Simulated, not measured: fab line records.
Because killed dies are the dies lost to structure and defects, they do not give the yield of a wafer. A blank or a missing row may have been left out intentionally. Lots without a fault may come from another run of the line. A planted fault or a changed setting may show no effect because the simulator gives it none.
fab line records    flow sky130
record lots=24  wafers=72  last_day=50
route steps=708 shown VT_ADJUST_NCORE@127 LDD_HVP@285 SD_P@328 LI_CONTACT@374
lots untouched by any fault: they come from a run of this same line in which no faults occurred
start_h: the number of hours between the record's first day and the start of the first shown wafer of the lot    wait_h: hours from the lot's prior step to this one    " identical to the entry in the row above    L1.1+2: a row that stands for several wafers    - either no value or no given start    * or withheld: withheld    < > ~ a bound
route shown NAME@n: NAME is a module with steps in the file, n the number in the route of the first one    usual: the fault-free wafers' mean and standard deviation    same: alike in all rows    chamber/n: place in a boat    sites: the reading at each site    _std_site: the values' standard deviation    _edge_site: outer sites' mean less inner sites'    radius_mm: how far each site lies from the wafer's centre    mask NAME#n: copy n    behind: the tool/chamber that last shaped the wafer    hold: why the lot went on hold/how many hours it stayed there/how the hold came to an end    device: names the non-switching transistor (n, p or np)    end of line: the tests these same wafers got at the end of their route    a step given without rows: its recipe and nothing more    killed: not the wafer's yield, but the dies lost to structure and defects at the first sort    map: the dies of a wafer, with x for killed, . for not killed, _ for no die there
set.NAME: the setting that was run; set.NAME@STEP: the one run at that earlier step    model.NAME: the simulator's own value behind a step, which no gauge read
one table for each step of the route and one row for each wafer, over a sample of lots
services: the hour from which a tool's chamber was out of use, counted from the record's first day as start_h (under 0 if before that day), plus the number of hours and why
## steps
# step SKY_VT_ADJUST_NCORE_OVL_MEAS_08
# usual VT_ADJUST_NCORE_OVL=-1.1/1.2
lot.wafer  tool        chamber  start_h  wait_h  VT_ADJUST_NCORE_OVL[nm]
L074.2     overlay-01  -        177.44   0.1     -0.7
L074.3     "           -        "        "       -1.3
L074.5     "           -        "        "       -1.6
L075.2     overlay-02  -        178.75   0.1     -3.6
L075.4     "           -        "        "       -2.4
L075.5     "           -        "        "       -0.5
L076.1     overlay-02  -        193.94   0.1     -1.9
L076.4     "           -        "        "       -1.8
L076.5     "           -        "        "       -1.0
L077.1     overlay-01  -        211.93   0.1     -1.6
L077.2     "           -        "        "       -0.9
L077.3     "           -        "        "       -1.0
L078.1     overlay-02  -        215.13   0.1     -1.3
L078.3     "           -        "        "       -0.3
L078.6     "           -        "        "       -0.7
L080.2     overlay-02  -        224.74   0.1     -0.7
L080.5     "           -        "        "       -1.2
L080.6     "           -        "        "       1.1
L079.3     overlay-02  -        225.59   0.1     -2.5
L079.5     "           -        "        "       -2.6
L079.6     "           -        "        "       -2.8
L081.2     overlay-02  -        231.24   0.1     -0.7
L081.4     "           -        "        "       -2.6
L081.6     "           -        "        "       1.8
L082.1     overlay-01  -        240.28   0.1     -1.4
L082.2     "           -        "        "       -1.3
L082.3     "           -        "        "       -0.3
L083.1     overlay-02  -        243.43   0.1     -0.5
L083.4     "           -        "        "       -2.9
L083.5     "           -        "        "       -0.4
L084.2     overlay-02  -        252.69   0.1     -0.9
L084.4     "           -        "        "       -1.7
L084.5     "           -        "        "       -1.7
L085.3     overlay-01  -        257.59   0.1     0.4
L085.4     "           -        "        "       1.4
L085.5     "           -        "        "       -1.0
L086.1     overlay-02  -        265.14   0.1     -0.1
L086.2     "           -        "        "       0.8
L086.4     "           -        "        "       -1.9
L087.4     overlay-02  -        269.96   0.1     -2.1
L087.5     "           -        "        "       -1.1
L087.6     "           -        "        "       -0.3
L088.1     overlay-02  -        275.63   0.1     0.0
L088.5     "           -        "        "       -1.8
L088.6     "           -        "        "       -2.3
L089.2     overlay-01  -        281.50   0.1     -0.9
L089.4     "           -        "        "       0.0
L089.5     "           -        "        "       -2.3
L090.1     overlay-01  -        291.69   0.1     -4.0
L090.2     "           -        "        "       0.1
L090.6     "           -        "        "       -2.5
L091.1     overlay-02  -        295.68   0.1     -1.4
L091.3     "           -        "        "       0.2
L091.5     "           -        "        "       -0.4
L092.2     overlay-02  -        303.54   0.1     0.1
L092.3     "           -        "        "       -1.1
L092.4     "           -        "        "       1.3
L093.1     overlay-02  -        319.10   0.1     -4.7
L093.4     "           -        "        "       -1.6
L093.5     "           -        "        "       -1.7
L095.2     overlay-02  -        337.75   0.1     -0.2
L095.5     "           -        "        "       -2.2
L095.6     "           -        "        "       -1.6
L094.1     overlay-02  -        340.74   0.1     -1.8
L094.4     "           -        "        "       0.1
L094.5     "           -        "        "       0.1
L096.1     overlay-02  -        342.23   0.1     -0.6
L096.3     "           -        "        "       -0.9
L096.5     "           -        "        "       1.4
L097.2     overlay-01  -        346.69   0.1     -0.1
L097.3     "           -        "        "       -0.3
L097.5     "           -        "        "       -1.2
# step SKY_LDD_HVP_OVL_MEAS_07
# usual LDD_HVP_OVL=-0.6/1.4
lot.wafer  tool        chamber  start_h  wait_h  LDD_HVP_OVL[nm]
L075.2     overlay-01  -        486.31   0.1     -2.2
L075.4     "           -        "        "       -2.4
L075.5     "           -        "        "       -0.6
L074.2     overlay-01  -        486.92   0.1     1.2
L074.3     "           -        "        "       1.2
L074.5     "           -        "        "       0.3
L076.1     overlay-01  -        505.51   0.1     0.8
L076.4     "           -        "        "       -0.7
L076.5     "           -        "        "       -0.9
L077.1     overlay-01  -        527.52   0.1     -1.0
L077.2     "           -        "        "       -0.4
L077.3     "           -        "        "       -1.0
L078.1     overlay-02  -        534.55   0.1     -1.8
L078.3     "           -        "        "       -1.3
L078.6     "           -        "        "       -2.0
L080.2     overlay-01  -        548.47   0.1     -0.2
L080.5     "           -        "        "       -0.1
L080.6     "           -        "        "       -2.5
L079.3     overlay-01  -        550.56   0.1     -1.2
L079.5     "           -        "        "       -1.8
L079.6     "           -        "        "       -1.8
L081.2     overlay-02  -        557.16   0.1     -0.2
L081.4     "           -        "        "       0.1
L081.6     "           -        "        "       -1.2
L082.1     overlay-01  -        561.50   0.1     -1.7
L082.2     "           -        "        "       -0.6
L082.3     "           -        "        "       -1.8
L083.1     overlay-02  -        574.42   0.1     2.2
L083.4     "           -        "        "       1.0
L083.5     "           -        "        "       0.9
L084.2     overlay-01  -        588.37   0.1     -3.0
L084.4     "           -        "        "       0.5
L084.5     "           -        "        "       0.7
L085.3     overlay-02  -        588.51   0.1     1.0
L085.4     "           -        "        "       -1.6
L085.5     "           -        "        "       -0.9
L086.1     overlay-02  -        602.30   0.1     -1.1
L086.2     "           -        "        "       -2.2
L086.4     "           -        "        "       -2.6
L087.4     overlay-01  -        608.83   0.1     -2.6
L087.5     "           -        "        "       -1.0
L087.6     "           -        "        "       -1.3
L088.1     overlay-02  -        615.37   0.1     3.3
L088.5     "           -        "        "       2.4
L088.6     "           -        "        "       0.1
L089.2     overlay-02  -        617.72   0.1     -1.5
L089.4     "           -        "        "       -2.0
L089.5     "           -        "        "       -0.2
L090.1     overlay-01  -        628.15   0.1     -0.1
L090.2     "           -        "        "       1.4
L090.6     "           -        "        "       0.2
L091.1     overlay-02  -        634.20   0.1     0.7
L091.3     "           -        "        "       -1.1
L091.5     "           -        "        "       1.1
L092.2     overlay-01  -        649.76   0.1     0.6
L092.3     "           -        "        "       1.1
L092.4     "           -        "        "       2.1
L093.1     overlay-02  -        673.15   0.1     -0.9
L093.4     "           -        "        "       -2.2
L093.5     "           -        "        "       1.6
L096.1     overlay-01  -        683.75   0.1     0.7
L096.3     "           -        "        "       -1.2
L096.5     "           -        "        "       -1.6
L095.2     overlay-02  -        684.66   0.1     -0.1
L095.5     "           -        "        "       -2.9
L095.6     "           -        "        "       -2.0
L094.1     overlay-02  -        685.75   0.1     -1.8
L094.4     "           -        "        "       -0.8
L094.5     "           -        "        "       -0.9
L097.2     overlay-01  -        689.72   0.1     -3.0
L097.3     "           -        "        "       0.4
L097.5     "           -        "        "       -1.6
# step SKY_SD_P_OVL_MEAS_08
# usual SD_P_OVL=-0.3/1.5
lot.wafer  tool        chamber  start_h  wait_h  SD_P_OVL[nm]
L075.2     overlay-02  -        577.19   0.1     -1.3
L075.4     "           -        "        "       -1.3
L075.5     "           -        "        "       -3.2
L074.2     overlay-01  -        579.24   0.1     -1.6
L074.3     "           -        "        "       -2.7
L074.5     "           -        "        "       -0.3
L076.1     overlay-01  -        598.39   0.1     -1.6
L076.4     "           -        "        "       1.5
L076.5     "           -        "        "       0.2
L077.1     overlay-02  -        619.27   0.1     0.8
L077.2     "           -        "        "       0.9
L077.3     "           -        "        "       -2.1
L078.1     overlay-01  -        626.77   0.1     0.7
L078.3     "           -        "        "       0.3
L078.6     "           -        "        "       0.0
L080.2     overlay-01  -        638.69   0.1     0.1
L080.5     "           -        "        "       -1.0
L080.6     "           -        "        "       -0.7
L079.3     overlay-02  -        639.95   0.1     -1.0
L079.5     "           -        "        "       -1.7
L079.6     "           -        "        "       -1.4
L081.2     overlay-01  -        647.64   0.1     -0.3
L081.4     "           -        "        "       -0.1
L081.6     "           -        "        "       0.1
L082.1     overlay-02  -        650.82   0.1     1.6
L082.2     "           -        "        "       1.5
L082.3     "           -        "        "       -0.2
L083.1     overlay-02  -        663.27   0.1     -0.9
L083.4     "           -        "        "       -2.4
L083.5     "           -        "        "       -0.2
L084.2     overlay-01  -        678.03   0.1     -1.9
L084.4     "           -        "        "       1.3
L084.5     "           -        "        "       0.6
L085.3     overlay-02  -        678.99   0.1     -1.7
L085.4     "           -        "        "       -2.0
L085.5     "           -        "        "       -0.9
L086.1     overlay-02  -        689.68   0.1     -0.8
L086.2     "           -        "        "       -0.9
L086.4     "           -        "        "       -0.2
L087.4     overlay-01  -        697.81   0.1     -0.3
L087.5     "           -        "        "       1.5
L087.6     "           -        "        "       -1.6
L088.1     overlay-01  -        702.52   0.1     1.3
L088.5     "           -        "        "       -1.3
L088.6     "           -        "        "       0.4
L089.2     overlay-02  -        705.14   0.1     1.2
L089.4     "           -        "        "       0.6
L089.5     "           -        "        "       0.3
L090.1     overlay-01  -        715.47   0.1     1.0
L090.2     "           -        "        "       -0.2
L090.6     "           -        "        "       1.2
L091.1     overlay-01  -        722.03   0.1     0.4
L091.3     "           -        "        "       -2.3
L091.5     "           -        "        "       0.4
L092.2     overlay-02  -        736.24   0.1     2.2
L092.3     "           -        "        "       1.6
L092.4     "           -        "        "       2.2
L093.1     overlay-01  -        757.49   0.1     2.0
L093.4     "           -        "        "       -0.6
L093.5     "           -        "        "       1.1
L095.2     overlay-01  -        766.83   0.1     -1.6
L095.5     "           -        "        "       -1.0
L095.6     "           -        "        "       -1.6
L096.1     overlay-02  -        767.12   0.1     0.6
L096.3     "           -        "        "       0.5
L096.5     "           -        "        "       -1.2
L094.1     overlay-01  -        770.72   0.1     -3.1
L094.4     "           -        "        "       -3.1
L094.5     "           -        "        "       -1.7
L097.2     overlay-02  -        774.29   0.1     -1.1
L097.3     "           -        "        "       -0.9
L097.5     "           -        "        "       -0.9
# step SKY_SD_N_RS_MEAS_17
# recipe thk_meas_gauge=four-point-probe
# usual SD_P_RS=147.2/0.36
lot.wafer  tool           chamber  start_h  wait_h  SD_P_RS[ohm/sq]
L075.2     film_metro-03  -        637.09   0.1     147.4
L075.4     "              -        "        "       147.4
L075.5     "              -        "        "       147.3
L074.2     film_metro-03  -        639.19   0.1     147.3
L074.3     "              -        "        "       147.5
L074.5     "              -        "        "       147.4
L076.1     film_metro-01  -        656.77   0.1     147.1
L076.4     "              -        "        "       147.1
L076.5     "              -        "        "       146.8
L077.1     film_metro-02  -        676.62   0.1     146.9
L077.2     "              -        "        "       146.7
L077.3     "              -        "        "       147.3
L078.1     film_metro-02  -        684.92   0.1     147.9
L078.3     "              -        "        "       148.0
L078.6     "              -        "        "       147.5
L080.2     film_metro-02  -        696.35   0.1     147.2
L080.5     "              -        "        "       147.4
L080.6     "              -        "        "       147.4
L079.3     film_metro-03  -        698.07   0.1     147.3
L079.5     "              -        "        "       147.1
L079.6     "              -        "        "       146.6
L081.2     film_metro-03  -        705.39   0.1     147.3
L081.4     "              -        "        "       147.5
L081.6     "              -        "        "       147.0
L082.1     film_metro-03  -        708.12   0.1     147.8
L082.2     "              -        "        "       147.2
L082.3     "              -        "        "       147.4
L083.1     film_metro-02  -        720.99   0.1     147.5
L083.4     "              -        "        "       147.1
L083.5     "              -        "        "       147.3
L084.2     film_metro-01  -        733.99   0.1     147.2
L084.4     "              -        "        "       147.3
L084.5     "              -        "        "       147.3
L085.3     film_metro-03  -        735.77   0.1     147.9
L085.4     "              -        "        "       147.4
L085.5     "              -        "        "       147.8
L086.1     film_metro-03  -        745.38   0.1     148.0
L086.2     "              -        "        "       147.5
L086.4     "              -        "        "       147.7
L087.4     film_metro-03  -        753.63   0.1     147.3
L087.5     "              -        "        "       147.4
L087.6     "              -        "        "       147.4
L088.1     film_metro-01  -        758.37   0.1     146.7
L088.5     "              -        "        "       147.0
L088.6     "              -        "        "       146.7
L089.2     film_metro-03  -        759.69   0.1     147.3
L089.4     "              -        "        "       147.5
L089.5     "              -        "        "       147.5
L090.1     film_metro-03  -        770.74   0.1     146.8
L090.2     "              -        "        "       146.6
L090.6     "              -        "        "       146.4
L091.1     film_metro-02  -        776.53   0.1     146.8
L091.3     "              -        "        "       147.4
L091.5     "              -        "        "       146.5
L092.2     film_metro-03  -        789.94   0.1     147.4
L092.3     "              -        "        "       147.2
L092.4     "              -        "        "       148.1
L093.1     film_metro-01  -        812.28   0.1     147.3
L093.4     "              -        "        "       147.4
L093.5     "              -        "        "       147.2
L095.2     film_metro-02  -        820.35   0.1     146.9
L095.5     "              -        "        "       147.1
L095.6     "              -        "        "       146.6
L096.1     film_metro-03  -        821.02   0.1     146.5
L096.3     "              -        "        "       146.8
L096.5     "              -        "        "       146.8
L094.1     film_metro-03  -        824.52   0.1     147.0
L094.4     "              -        "        "       147.3
L094.5     "              -        "        "       146.7
L097.2     film_metro-01  -        827.54   0.1     147.3
L097.3     "              -        "        "       147.2
L097.5     "              -        "        "       147.1
# step SKY_LI_CONTACT_CD_MEAS_12
# recipe target_cd_nm=170
# usual cd_nm=170.5/1.7
lot.wafer  tool       chamber  start_h  wait_h  cd_nm
L075.2     cd_sem-02  -        666.43   -       173.0
L075.4     "          -        "        "       171.3
L075.5     "          -        "        "       171.0
L074.2     cd_sem-01  -        669.03   -       170.7
L074.3     "          -        "        "       169.6
L074.5     "          -        "        "       171.2
L076.1     cd_sem-02  -        686.16   -       169.2
L076.4     "          -        "        "       170.1
L076.5     "          -        "        "       169.8
L077.1     cd_sem-01  -        705.35   -       168.7
L077.2     "          -        "        "       169.1
L077.3     "          -        "        "       170.2
L078.1     cd_sem-01  -        713.40   -       172.5
L078.3     "          -        "        "       172.5
L078.6     "          -        "        "       171.2
L080.2     cd_sem-02  -        724.68   -       168.8
L080.5     "          -        "        "       168.1
L080.6     "          -        "        "       167.0
L079.3     cd_sem-02  -        725.99   -       172.6
L079.5     "          -        "        "       171.7
L079.6     "          -        "        "       173.0
L081.2     cd_sem-02  -        734.02   -       171.9
L081.4     "          -        "        "       169.9
L081.6     "          -        "        "       170.5
L082.1     cd_sem-01  -        736.70   -       170.7
L082.2     "          -        "        "       170.9
L082.3     "          -        "        "       171.9
L083.1     cd_sem-01  -        749.11   -       172.6
L083.4     "          -        "        "       172.5
L083.5     "          -        "        "       173.1
L084.2     cd_sem-01  -        761.47   -       169.1
L084.4     "          -        "        "       170.6
L084.5     "          -        "        "       171.0
L085.3     cd_sem-01  -        762.95   -       172.2
L085.4     "          -        "        "       172.3
L085.5     "          -        "        "       172.2
L086.1     cd_sem-01  -        773.36   -       167.9
L086.2     "          -        "        "       168.9
L086.4     "          -        "        "       168.6
L087.4     cd_sem-01  -        781.12   -       167.9
L087.5     "          -        "        "       168.6
L087.6     "          -        "        "       169.5
L088.1     cd_sem-01  -        785.71   -       170.6
L088.5     "          -        "        "       170.6
L088.6     "          -        "        "       170.4
L089.2     cd_sem-02  -        786.98   -       170.5
L089.4     "          -        "        "       171.2
L089.5     "          -        "        "       170.0
L090.1     cd_sem-01  -        798.36   -       168.7
L090.2     "          -        "        "       170.4
L090.6     "          -        "        "       170.7
L091.1     cd_sem-01  -        802.76   -       170.0
L091.3     "          -        "        "       171.0
L091.5     "          -        "        "       170.4
L092.2     cd_sem-02  -        816.53   -       174.5
L092.3     "          -        "        "       174.0
L092.4     "          -        "        "       173.3
L093.1     cd_sem-01  -        839.76   -       169.4
L093.4     "          -        "        "       169.1
L093.5     "          -        "        "       167.3
L095.2     cd_sem-01  -        847.53   -       171.3
L095.5     "          -        "        "       171.8
L095.6     "          -        "        "       170.7
L096.1     cd_sem-02  -        848.25   -       168.2
L096.3     "          -        "        "       167.9
L096.5     "          -        "        "       168.4
L094.1     cd_sem-02  -        851.71   -       169.1
L094.4     "          -        "        "       169.0
L094.5     "          -        "        "       168.4
L097.2     cd_sem-01  -        854.98   -       174.3
L097.3     "          -        "        "       174.3
L097.5     "          -        "        "       174.3
# step SKY_LI_CONTACT_CMP_24
# recipe stop_on=PSG  t_overpolish_s=20  down_force_psi=3.5  platen_rpm=60  target_thk_nm=0  pad_velocity_m_s=0.94248
# usual motor_current_A=11.2/1.5  overpolish_run_s=19.999/0.009  time_to_endpoint_s=99/4.1
lot.wafer  tool    chamber  start_h  wait_h  motor_current_A  overpolish_run_s  time_to_endpoint_s
L075.2     cmp-01  3        667.43   0.0     11.1             19.995            90
L075.4     "       2        "        "       10.9             19.993            95
L075.5     "       3        "        "       11.7             20.009            92
L074.2     cmp-02  1        670.03   0.0     8.6              19.996            100
L074.3     "       0        "        "       9.5              20.002            99
L074.5     "       2        "        "       11.4             20.008            93
L076.4     cmp-02  2        687.53   0.4     11.8             20.004            98
L076.1     "       0        "        "       9.7              19.996            106
L076.5     "       1        "        "       8.8              19.982            104
L077.2     cmp-02  0        706.37   0.0     9.8              19.998            101
L077.3     "       1        "        "       8.8              20.005            102
L077.1     "       2        "        "       11.2             19.989            95
L078.1     cmp-01  2        714.52   0.1     10.6             19.996            96
L078.3     "       3        "        "       12.1             20.010            93
L078.6     "       1        "        "       11.9             20.002            100
L080.2     cmp-01  3        725.71   0.0     12.0             19.996            96
L080.6     "       3        "        "       12.3             20.009            97
L080.5     "       0        "        "       12.7             19.986            101
L079.3     cmp-01  1        727.04   0.1     11.1             19.996            99
L079.6     "       0        "        "       11.6             20.009            102
L079.5     "       1        "        "       10.9             20.000            105
L081.4     cmp-01  2        735.04   0.0     11.1             20.000            98
L081.2     "       3        "        "       12.3             19.978            100
L081.6     "       3        "        "       11.6             20.013            96
L082.3     cmp-01  0        737.79   0.1     12.3             19.999            96
L082.2     "       1        "        "       10.3             19.996            104
L082.1     "       2        "        "       10.1             19.992            103
L083.1     cmp-02  0        750.15   0.1     9.4              19.989            101
L083.4     "       1        "        "       8.8              20.000            100
L083.5     "       0        "        "       9.4              20.001            101
L084.4     cmp-02  0        762.52   0.1     9.8              19.994            105
L084.2     "       1        "        "       8.8              19.985            101
L084.5     "       3        "        "       14.2             20.002            100
L085.3     cmp-01  3        763.93   0.0     11.8             19.999            99
L085.4     "       0        "        "       12.2             19.997            99
L085.5     "       3        "        "       12.2             20.010            93
L086.2     cmp-02  0        774.81   0.3     9.8              19.998            106
L086.1     "       2        "        "       11.7             19.997            96
L086.4     "       3        "        "       14.4             20.011            98
L087.4     cmp-02  0        782.13   0.1     10.0             20.010            102
L087.5     "       3        "        "       14.2             20.012            100
L087.6     "       0        "        "       10.0             19.995            107
L088.1     cmp-01  0        786.83   0.1     12.6             20.004            97
L088.6     "       2        "        "       10.6             20.011            95
L088.5     "       3        "        "       12.5             20.011            92
L089.2     cmp-01  2        788.03   0.1     10.4             20.002            92
L089.4     "       3        "        "       11.6             19.978            91
L089.5     "       2        "        "       10.9             20.000            88
L090.1     cmp-01  0        799.40   0.1     13.3             19.988            98
L090.2     "       1        "        "       10.9             20.003            94
L090.6     "       0        "        "       12.2             19.994            95
L091.3     cmp-01  1        803.83   0.1     10.5             20.004            98
L091.1     "       3        "        "       11.5             20.001            94
L091.5     "       1        "        "       10.8             19.989            99
L092.3     cmp-02  2        817.60   0.1     11.0             20.001            94
L092.4     "       3        "        "       13.9             19.986            101
L092.2     "       1        "        "       8.9              20.012            103
L093.1     cmp-02  0        841.01   0.1     9.7              20.002            104
L093.4     "       2        "        "       11.3             19.987            98
L093.5     "       3        "        "       14.1             20.007            98
L095.2     cmp-01  0        848.68   0.2     12.2             20.001            100
L095.5     "       1        "        "       10.2             19.996            106
L095.6     "       2        "        "       10.4             19.994            100
L096.3     cmp-01  0        849.37   0.1     11.9             20.014            100
L096.1     "       1        "        "       10.8             19.989            99
L096.5     "       3        "        "       11.8             20.004            95
L094.1     cmp-01  0        852.78   0.1     13.0             20.006            94
L094.4     "       2        "        "       10.5             20.011            96
L094.5     "       3        "        "       12.8             19.994            96
L097.3     cmp-02  1        856.03   0.1     8.9              20.011            103
L097.2     "       2        "        "       11.2             20.005            96
L097.5     "       1        "        "       9.2              19.998            105
## services
tool    chamber  start_h  hours  kind
cmp-02  -        645.85   0.3    repair
cmp-01  -        676.99   0.8    repair
cmp-01  -        683.09   5.9    repair
cmp-02  -        719.46   2.6    repair
cmp-01  -        738.47   2.0    repair
cmp-01  -        753.95   0.7    repair
cmp-01  -        759.44   4.0    pm
cmp-01  -        763.44   -      consumable_replace:conditioner
cmp-01  -        763.44   -      consumable_replace:pad
cmp-01  -        768.78   6.8    pm
cmp-01  -        830.07   1.5    repair
cmp-02  -        843.07   4.3    repair
## key
fault none
